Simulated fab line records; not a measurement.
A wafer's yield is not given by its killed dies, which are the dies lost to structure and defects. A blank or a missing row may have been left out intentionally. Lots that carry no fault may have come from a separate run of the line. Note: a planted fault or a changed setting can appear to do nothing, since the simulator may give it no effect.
fab line records -- flow sky130
record: lots: 6, wafers: 18, lastDay: 49
route steps=708 shown CONTACT@433 METAL1@434 PAD_OPEN@708
lots untouched by any fault: they come from a run of this same line in which no faults occurred
startH: the number of hours between the record's first day and the start of the first shown wafer of the lot -- waitH: time in hours since the lot's previous step -- " identical to the entry in the row above -- L1.1+2: a row that stands for several wafers -- - no value, or no start was given -- * or withheld: withheld -- < > ~ a bound
route shown NAME@n: a module of which the file shows steps, and the number in the route of the first -- usual: the fault-free wafers' mean and standard deviation -- same: alike in all rows -- chamber/n: place in a boat -- sites: readings site by site -- _std_site: the values' standard deviation -- _edge_site: the outer-site mean with the inner-site mean subtracted -- radiusMm: how far each site lies from the wafer's centre -- mask NAME#n: copy n -- behind: the tool/chamber that last shaped the wafer -- hold: reason for holding the lot/hours on hold/outcome of the hold -- device: which transistor (n, p or np) failed to switch -- end of line: tests run on the same wafers once the route is complete -- a step given without rows: its recipe and nothing more -- killed: at the first sort, the dies lost to defects and structure; wafer yield is something else -- map: the dies of a wafer, with x for killed, . for not killed, _ for no die there
set.NAME: the run value of the setting; set.NAME@STEP: its run value at that earlier step -- model.NAME: the simulator's own value behind a step, which no gauge read
lots seen at some steps along the route; tables by step, rows by wafer
services: a tool's chamber out of use, with start hour (startH, from the record's first day; less than 0 if before it), hours out, and reason
== steps ==
step: SKY_CONTACT_CMP_27
recipe: stopOn: SiO2, tOverpolishS: 15, downForcePsi: 3.5, platenRpm: 60, targetThkNm: 0, padVelocityMS: 0.94248
usual: motorCurrentA: 11.0/0.78, overpolishRunS: 14.998/0.0099, timeToEndpointS: 83/3.6
lot.wafer,tool,chamber,startH,waitH,motorCurrentA,overpolishRunS,timeToEndpointS
L932.2,cmp-01,2,783.18,0.0,11.9,14.998,82
L932.4,cmp-01,1,783.18,0.0,9.5,15.007,83
L932.6,cmp-01,2,783.18,0.0,12.2,14.994,80
L937.3,cmp-02,2,794.87,0.0,10.3,14.997,80
L937.1,cmp-02,3,794.87,0.0,11.2,15.009,83
L937.2,cmp-02,1,794.87,0.0,11.7,15.006,79
L940.2,cmp-02,2,809.66,0.1,10.4,14.983,83
L940.1,cmp-02,3,809.66,0.1,11.3,14.975,81
L940.6,cmp-02,1,809.66,0.1,11.9,14.991,80
L945.2,cmp-01,1,844.23,0.1,10.1,14.988,86
L945.1,cmp-01,3,844.23,0.1,9.7,14.999,89
L945.5,cmp-01,1,844.23,0.1,10.0,14.997,88
L949.2,cmp-02,0,873.24,0.1,11.0,14.994,81
L949.6,cmp-02,3,873.24,0.1,11.9,14.983,82
L949.5,cmp-02,0,873.24,0.1,11.6,14.975,84
L950.2,cmp-01,3,880.00,0.1,9.7,14.994,89
L950.3,cmp-01,0,880.00,0.1,11.6,14.993,85
L950.5,cmp-01,3,880.00,0.1,9.8,15.010,88
step: SKY_METAL1_SPUTTER_00
recipe: material: Ti, targetThkNm: 15, powerW: 3000, timeS: 10, chamberPressurePa: 0.407
step: SKY_METAL1_SPUTTER_01
recipe: material: TiN, targetThkNm: 20, powerW: 6500, timeS: 16.7, chamberPressurePa: 0.4
usual: throttleValvePct: 30.3/1.2
lot.wafer,tool,chamber,startH,waitH,throttleValvePct
L932.2,pvdSputter-04,-,783.51,0.0,28.7
L932.4,pvdSputter-04,-,783.51,0.0,30.6
L932.6,pvdSputter-04,-,783.51,0.0,28.6
L937.1,pvdSputter-01,-,795.19,0.0,30.4
L937.2,pvdSputter-01,-,795.19,0.0,32.0
L937.3,pvdSputter-01,-,795.19,0.0,30.7
L940.1,pvdSputter-04,-,809.93,0.0,30.8
L940.2,pvdSputter-04,-,809.93,0.0,28.7
L940.6,pvdSputter-04,-,809.93,0.0,31.0
L945.1,pvdSputter-02,-,844.56,0.0,29.2
L945.2,pvdSputter-02,-,844.56,0.0,31.0
L945.5,pvdSputter-02,-,844.56,0.0,31.2
L949.2,pvdSputter-04,-,873.51,0.0,30.8
L949.5,pvdSputter-04,-,873.51,0.0,30.6
L949.6,pvdSputter-04,-,873.51,0.0,28.3
L950.2,pvdSputter-04,-,880.27,0.0,30.6
L950.3,pvdSputter-04,-,880.27,0.0,31.7
L950.5,pvdSputter-04,-,880.27,0.0,31.6
step: SKY_METAL1_SPUTTER_02
recipe: material: AlCu, targetThkNm: 250, powerW: 10600, timeS: 13.3, chamberPressurePa: 0.4
usual: throttleValvePct: 30.4/1.2
lot.wafer,tool,chamber,startH,waitH,throttleValvePct
L932.2,pvdSputter-04,-,783.53,0.0,28.5
L932.4,pvdSputter-04,-,783.53,0.0,30.8
L932.6,pvdSputter-04,-,783.53,0.0,28.7
L937.1,pvdSputter-01,-,795.22,0.0,30.6
L937.2,pvdSputter-01,-,795.22,0.0,31.8
L937.3,pvdSputter-01,-,795.22,0.0,31.0
L940.1,pvdSputter-04,-,809.95,0.0,31.0
L940.2,pvdSputter-04,-,809.95,0.0,28.5
L940.6,pvdSputter-04,-,809.95,0.0,30.6
L945.1,pvdSputter-02,-,844.59,0.0,29.1
L945.2,pvdSputter-02,-,844.59,0.0,31.2
L945.5,pvdSputter-02,-,844.59,0.0,31.4
L949.2,pvdSputter-04,-,873.54,0.0,31.3
L949.5,pvdSputter-04,-,873.54,0.0,30.7
L949.6,pvdSputter-04,-,873.54,0.0,28.8
L950.2,pvdSputter-04,-,880.30,0.0,30.6
L950.3,pvdSputter-04,-,880.30,0.0,31.6
L950.5,pvdSputter-04,-,880.30,0.0,31.7
step: SKY_METAL1_SPUTTER_03
recipe: material: Ti, targetThkNm: 5, powerW: 3000, timeS: 3.3, chamberPressurePa: 0.4
step: SKY_METAL1_SPUTTER_04
recipe: material: TiN, targetThkNm: 70, powerW: 6500, timeS: 58.3, chamberPressurePa: 0.4
usual: throttleValvePct: 30.4/1.2
lot.wafer,tool,chamber,startH,waitH,throttleValvePct
L932.2,pvdSputter-04,-,783.58,0.0,28.6
L932.4,pvdSputter-04,-,783.58,0.0,30.9
L932.6,pvdSputter-04,-,783.58,0.0,28.6
L937.1,pvdSputter-01,-,795.26,0.0,30.6
L937.2,pvdSputter-01,-,795.26,0.0,31.8
L937.3,pvdSputter-01,-,795.26,0.0,31.3
L940.1,pvdSputter-04,-,810.00,0.0,30.8
L940.2,pvdSputter-04,-,810.00,0.0,28.7
L940.6,pvdSputter-04,-,810.00,0.0,30.8
L945.1,pvdSputter-02,-,844.64,0.0,29.3
L945.2,pvdSputter-02,-,844.64,0.0,31.0
L945.5,pvdSputter-02,-,844.64,0.0,31.4
L949.2,pvdSputter-04,-,873.58,0.0,31.0
L949.5,pvdSputter-04,-,873.58,0.0,30.8
L949.6,pvdSputter-04,-,873.58,0.0,28.5
L950.2,pvdSputter-04,-,880.34,0.0,31.0
L950.3,pvdSputter-04,-,880.34,0.0,31.6
L950.5,pvdSputter-04,-,880.34,0.0,31.9
step: SKY_METAL1_RS_MEAS_05
recipe: thkMeasGauge: four-point-probe, reads: TiN_of_METAL1_SPUTTER_04+Ti_of_METAL1_SPUTTER_03+AlCu_of_METAL1_SPUTTER_02+TiN_of_METAL1_SPUTTER_01+Ti_of_METAL1_SPUTTER_00
usual: METAL1_ALCU_RS: 0.1262/0.0017
lot.wafer,tool,chamber,startH,waitH,METAL1_ALCU_RS[ohm/sq]
L932.2,filmMetro-03,-,783.64,0.0,0.1256
L932.4,filmMetro-03,-,783.64,0.0,0.1241
L932.6,filmMetro-03,-,783.64,0.0,0.1249
L937.1,filmMetro-02,-,795.31,0.0,0.1279
L937.2,filmMetro-02,-,795.31,0.0,0.1293
L937.3,filmMetro-02,-,795.31,0.0,0.1290
L940.1,filmMetro-02,-,810.05,0.0,0.1274
L940.2,filmMetro-02,-,810.05,0.0,0.1256
L940.6,filmMetro-02,-,810.05,0.0,0.1270
L945.1,filmMetro-01,-,844.69,0.0,0.1246
L945.2,filmMetro-01,-,844.69,0.0,0.1251
L945.5,filmMetro-01,-,844.69,0.0,0.1244
L949.2,filmMetro-03,-,873.65,0.0,0.1249
L949.5,filmMetro-03,-,873.65,0.0,0.1258
L949.6,filmMetro-03,-,873.65,0.0,0.1246
L950.2,filmMetro-03,-,880.41,0.0,0.1250
L950.3,filmMetro-03,-,880.41,0.0,0.1250
L950.5,filmMetro-03,-,880.41,0.0,0.1241
step: SKY_METAL1_THK_MEAS_06
recipe: thkMeasGauge: xrf, reads: AlCu_of_METAL1_SPUTTER_02
usual: METAL1_ALCU_THK: 246/3.7
lot.wafer,tool,chamber,startH,waitH,METAL1_ALCU_THK[nm]
L932.2,filmMetro-03,-,783.75,0.1,248
L932.4,filmMetro-03,-,783.75,0.1,251
L932.6,filmMetro-03,-,783.75,0.1,248
L937.1,filmMetro-02,-,795.43,0.1,241
L937.2,filmMetro-02,-,795.43,0.1,239
L937.3,filmMetro-02,-,795.43,0.1,240
L940.1,filmMetro-02,-,810.17,0.1,243
L940.2,filmMetro-02,-,810.17,0.1,246
L940.6,filmMetro-02,-,810.17,0.1,245
L945.1,filmMetro-01,-,844.81,0.1,249
L945.2,filmMetro-01,-,844.81,0.1,249
L945.5,filmMetro-01,-,844.81,0.1,249
L949.2,filmMetro-03,-,873.76,0.1,249
L949.5,filmMetro-03,-,873.76,0.1,246
L949.6,filmMetro-03,-,873.76,0.1,249
L950.2,filmMetro-03,-,880.52,0.1,248
L950.3,filmMetro-03,-,880.52,0.1,251
L950.5,filmMetro-03,-,880.52,0.1,252
step: SKY_METAL1_DEHYDRATE_07
recipe: tempC: 200, timeS: 62.18
usual: plateSensorTCentreC: 201.07/0.01, plateSensorTEdgeC: 201.55/0.01
lot.wafer,tool,chamber,startH,waitH,plateSensorTCentreC,plateSensorTEdgeC
L932.2,lithoTrack-02,0,796.07,12.3,201.08,201.57
L932.4,lithoTrack-02,0,796.07,12.3,201.07,201.54
L932.6,lithoTrack-02,0,796.07,12.3,201.06,201.53
L937.1,lithoTrack-02,0,808.94,13.5,201.05,201.56
L937.2,lithoTrack-02,0,808.94,13.5,201.07,201.57
L937.3,lithoTrack-02,0,808.94,13.5,201.07,201.55
L940.1,lithoTrack-02,0,822.24,12.1,201.06,201.57
L940.2,lithoTrack-02,0,822.24,12.1,201.06,201.55
L940.6,lithoTrack-02,0,822.24,12.1,201.06,201.57
L945.1,lithoTrack-04,0,856.64,11.8,201.07,201.53
L945.2,lithoTrack-04,0,856.64,11.8,201.08,201.55
L945.5,lithoTrack-04,0,856.64,11.8,201.08,201.55
L949.2,lithoTrack-03,0,885.67,11.9,201.08,201.53
L949.5,lithoTrack-03,0,885.67,11.9,201.09,201.57
L949.6,lithoTrack-03,0,885.67,11.9,201.05,201.54
L950.2,lithoTrack-03,0,892.67,12.1,201.08,201.57
L950.3,lithoTrack-03,0,892.67,12.1,201.09,201.56
L950.5,lithoTrack-03,0,892.67,12.1,201.06,201.55
step: SKY_METAL1_HMDS_08
recipe: primeTimeS: 60, primeTempC: 120
step: SKY_METAL1_COAT_09
recipe: resist: BARC, tempC: withheld, timeS: withheld, spinRpm: 3000, resistThkNm: 60
step: SKY_METAL1_COAT_10
recipe: resist: KrF-thick, spinRpm: 3000, resistThkNm: 450
step: SKY_METAL1_SOFTBAKE_11
recipe: tempC: 100, timeS: 90, resist: KrF-thick
usual: heaterPowerTotalW: 57.36/0.11, plateTempC: 99.99/0.13
lot.wafer,tool,chamber,startH,waitH,heaterPowerTotalW,plateTempC
L932.2,lithoTrack-02,0,796,-,57.44,99.92
L932.4,lithoTrack-02,0,796,-,57.45,100.13
L932.6,lithoTrack-02,0,796,-,57.36,100.10
L937.1,lithoTrack-02,0,809,-,56.35,98.63
L937.2,lithoTrack-02,0,809,-,56.31,98.73
L937.3,lithoTrack-02,0,809,-,56.25,98.57
L940.1,lithoTrack-02,0,822,-,56.25,98.52
L940.2,lithoTrack-02,0,822,-,56.30,98.58
L940.6,lithoTrack-02,0,823,-,56.26,98.57
L945.1,lithoTrack-04,0,857,-,57.49,99.87
L945.2,lithoTrack-04,0,857,-,57.52,99.93
L945.5,lithoTrack-04,0,857,-,57.25,99.87
L949.2,lithoTrack-03,0,886,-,57.29,100.00
L949.5,lithoTrack-03,0,886,-,57.14,100.21
L949.6,lithoTrack-03,0,886,-,57.27,100.15
L950.2,lithoTrack-03,0,893,-,57.14,100.09
L950.3,lithoTrack-03,0,893,-,57.32,100.11
L950.5,lithoTrack-03,0,893,-,57.27,99.89
step: SKY_METAL1_EXPOSE_12
recipe: maskId: MM1, na: 0.8, sourceShape: annular, sigmaInner: 0.55, sigmaOuter: 0.85, targetCdNm: 140, doseMj: 28
step: SKY_PAD_OPEN_PROBE_99
usual: killed_at_M0_to_M3: 44/6.7, killed_at_M4_up: 3.1/1.8, killedAtContacts: 24/5.1, killedAtFrontEnd: 16/4.7, killedAtOther: 0.3/0.59, killedDies: 88/9.6, killedOpen: 48/7.3, killedShort: 39/6.5
same: grossDies: 492, killedAtBackSide: 0
lot.wafer,tool,chamber,startH,waitH,killed_at_M0_to_M3,killed_at_M4_up,killedAtContacts,killedAtFrontEnd,killedAtOther,killedDies,killedOpen,killedShort
L932.2,prober-02,-,1112.93,0.1,45,2,30,12,0,89,57,32
L932.4,prober-02,-,1113.03,0.2,34,5,26,12,1,78,42,35
L932.6,prober-02,-,1113.13,0.2,44,1,27,14,0,86,47,39
L937.1,prober-01,-,1121.46,0.1,50,1,28,25,0,104,55,48
L937.2,prober-01,-,1121.51,0.1,47,2,22,20,0,91,55,35
L937.3,prober-01,-,1121.56,0.2,51,3,31,27,0,112,64,48
L940.2,prober-01,-,1131.32,0.1,48,1,29,18,0,96,52,43
L940.6,prober-01,-,1131.52,0.2,41,2,26,17,0,86,49,37
L945.1,prober-02,-,1158.21,0.1,50,1,33,21,0,105,49,56
L945.2,prober-02,-,1158.26,0.1,41,1,32,16,1,91,47,44
L945.5,prober-02,-,1158.41,0.2,47,2,35,6,0,90,60,30
L949.2,prober-02,-,1177.86,0.1,50,3,25,21,0,99,59,40
L949.5,prober-02,-,1178.01,0.2,51,3,22,20,0,96,53,42
L949.6,prober-02,-,1178.06,0.2,50,5,26,11,1,93,52,41
L950.2,prober-01,-,1179.96,0.1,40,3,22,8,0,73,53,20
L950.3,prober-01,-,1180.01,0.2,39,3,28,14,0,84,37,47
L950.5,prober-01,-,1180.11,0.2,38,0,19,15,1,73,46,27
killed by level:class
L932.2 CONTACT:geometricParticle:open=18 VIA3:geometricParticle:open=11 VIA1:geometricParticle:open=10 CONTACT:geometricParticle:short=8 VIA1:geometricParticle:short=7 METAL2:geometricParticle:short=7 VIA2:geometricParticle:open=5 LI_CONTACT:geometricParticle:open=4
L932.4 CONTACT:geometricParticle:open=15 VIA1:geometricParticle:open=8 METAL2:geometricParticle:short=7 CONTACT:geometricParticle:short=6 FIELD_ISO:geometricParticle:open=5 VIA3:geometricParticle:open=5 VIA1:geometricParticle:short=5 FIELD_ISO:geometricParticle:short=4
L932.6 CONTACT:geometricParticle:open=14 VIA1:geometricParticle:open=9 METAL2:geometricParticle:short=9 CONTACT:geometricParticle:short=6 VIA2:geometricParticle:open=6 FIELD_ISO:geometricParticle:short=5 LI_CONTACT:geometricParticle:open=5 VIA3:geometricParticle:open=4
L937.1 VIA1:geometricParticle:open=16 CONTACT:geometricParticle:open=10 VIA3:geometricParticle:open=9 POLY_GATE:geometricParticle:open=8 CONTACT:geometricParticle:short=7 METAL1:geometricParticle:short=6 METAL3:geometricParticle:short=6 FIELD_ISO:geometricParticle:short=5
L937.2 VIA1:geometricParticle:open=12 CONTACT:geometricParticle:open=8 VIA3:geometricParticle:open=8 LI_CONTACT:geometricParticle:open=7 FIELD_ISO:geometricParticle:short=6 METAL2:geometricParticle:short=6 FIELD_ISO:geometricParticle:open=5 VIA1:geometricParticle:short=5
L937.3 CONTACT:geometricParticle:open=10 VIA1:geometricParticle:open=10 VIA3:geometricParticle:open=9 FIELD_ISO:geometricParticle:open=8 POLY_GATE:geometricParticle:open=8 METAL1:geometricParticle:short=7 LOCAL_INTERCONNECT:geometricParticle:short=7 VIA1:geometricParticle:short=7
L940.2 VIA1:geometricParticle:open=14 CONTACT:geometricParticle:open=10 LI_CONTACT:geometricParticle:open=8 METAL2:geometricParticle:short=8 LOCAL_INTERCONNECT:geometricParticle:short=6 POLY_GATE:geometricParticle:short=5 VIA3:geometricParticle:open=5 FIELD_ISO:geometricParticle:short=4
L940.6 CONTACT:geometricParticle:open=14 VIA1:geometricParticle:open=11 METAL2:geometricParticle:short=7 METAL1:geometricParticle:short=5 LI_CONTACT:geometricParticle:open=4 VIA2:geometricParticle:open=4 VIA3:geometricParticle:open=4 FIELD_ISO:geometricParticle:open=3
L945.1 METAL1:geometricParticle:short=10 LI_CONTACT:geometricParticle:open=10 LOCAL_INTERCONNECT:geometricParticle:short=8 CONTACT:geometricParticle:open=7 VIA1:geometricParticle:open=7 VIA3:geometricParticle:open=7 POLY_GATE:geometricParticle:short=6 METAL1:geometricParticle:open=6
L945.2 CONTACT:geometricParticle:open=12 VIA1:geometricParticle:open=11 CONTACT:geometricParticle:short=7 LI_CONTACT:geometricParticle:open=6 VIA1:geometricParticle:short=6 FIELD_ISO:geometricParticle:open=5 LI_CONTACT:geometricParticle:short=4 METAL2:geometricParticle:open=4
L945.5 CONTACT:geometricParticle:open=22 VIA1:geometricParticle:open=12 LI_CONTACT:geometricParticle:open=8 VIA1:geometricParticle:short=6 VIA3:geometricParticle:open=6 VIA2:geometricParticle:open=5 POLY_GATE:geometricParticle:short=4 METAL2:geometricParticle:short=4
L949.2 VIA1:geometricParticle:open=22 LI_CONTACT:geometricParticle:open=9 VIA1:geometricParticle:short=8 CONTACT:geometricParticle:short=7 FIELD_ISO:geometricParticle:short=6 FIELD_ISO:geometricParticle:open=6 CONTACT:geometricParticle:open=6 VIA2:geometricParticle:open=5
L949.5 CONTACT:geometricParticle:open=11 VIA1:geometricParticle:open=11 VIA2:geometricParticle:open=7 METAL2:geometricParticle:short=7 VIA3:geometricParticle:short=6 METAL1:geometricParticle:short=5 VIA3:geometricParticle:open=5 CONTACT:geometricParticle:short=4
L949.6 VIA1:geometricParticle:open=12 CONTACT:geometricParticle:open=12 VIA3:geometricParticle:open=7 LI_CONTACT:geometricParticle:open=7 METAL2:geometricParticle:short=6 METAL1:geometricParticle:short=5 FIELD_ISO:geometricParticle:open=4 METAL3:geometricParticle:short=4
L950.2 VIA2:geometricParticle:open=13 VIA1:geometricParticle:open=9 VIA3:geometricParticle:open=9 LI_CONTACT:geometricParticle:open=7 CONTACT:geometricParticle:open=6 CONTACT:geometricParticle:short=4 LOCAL_INTERCONNECT:geometricParticle:open=3 METAL2:geometricParticle:short=3
L950.3 LI_CONTACT:geometricParticle:open=8 VIA3:geometricParticle:short=8 VIA1:geometricParticle:open=7 CONTACT:geometricParticle:short=6 CONTACT:geometricParticle:open=6 METAL1:geometricParticle:short=6 LOCAL_INTERCONNECT:geometricParticle:short=5 VIA3:geometricParticle:open=5
L950.5 VIA1:geometricParticle:open=11 VIA2:geometricParticle:open=10 CONTACT:geometricParticle:open=8 POLY_GATE:geometricParticle:short=5 VIA3:geometricParticle:open=5 POLY_GATE:geometricParticle:open=4 LI_CONTACT:geometricParticle:open=4 CONTACT:geometricParticle:short=3
== services ==
tool,chamber,startH,hours,kind
cmp-01,-,766.10,13.0,pm
pvdSputter-02,-,783.15,2.0,repair
pvdSputter-04,-,794.81,6.3,repair
pvdSputter-04,-,799.01,3.4,repair
cmp-02,-,805.63,0.7,repair
pvdSputter-01,-,849.05,0.9,repair
pvdSputter-04,-,862.47,0.6,repair
== key ==
firstSign: step: SKY_METAL1_SOFTBAKE_11, reading: plateTempC, direction: down, sigmas: 11, usual: *, struck: *
effect: step: SKY_METAL1_SOFTBAKE_11, reading: heaterPowerTotalW, direction: down, sigmas: 9.5, usual: *, struck: *
metAt SKY_METAL1_SOFTBAKE_11
struckWafers L937.1,L937.2,L937.3,L940.1,L940.2,L940.6
rowsEnd L940.1
testerLeftOut L937
onsetBetween 796 809
earlierFault: kind: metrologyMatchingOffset, tool: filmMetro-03, chamber: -, onsetH: 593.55, steps: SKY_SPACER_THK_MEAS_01, param: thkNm, offset: 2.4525
fault: kind: processParameterDrift, tool: lithoTrack-02, chamber: -, onsetH: 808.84, steps: SKY_METAL1_SOFTBAKE_11, channel: tempC, offset: *, shape: step, actsIn: *, stated: *
testerLeftOut: of these lots the tester's yield and bins aren't shown, on N5 and GAA mostly nor the transistor test; their killed dies are dies lost to structure and defects alone, not to doping, threshold or leakage, so they don't give the yield
rowsEnd: these wafers met a further fault down the route, and their rows from its step on are left out
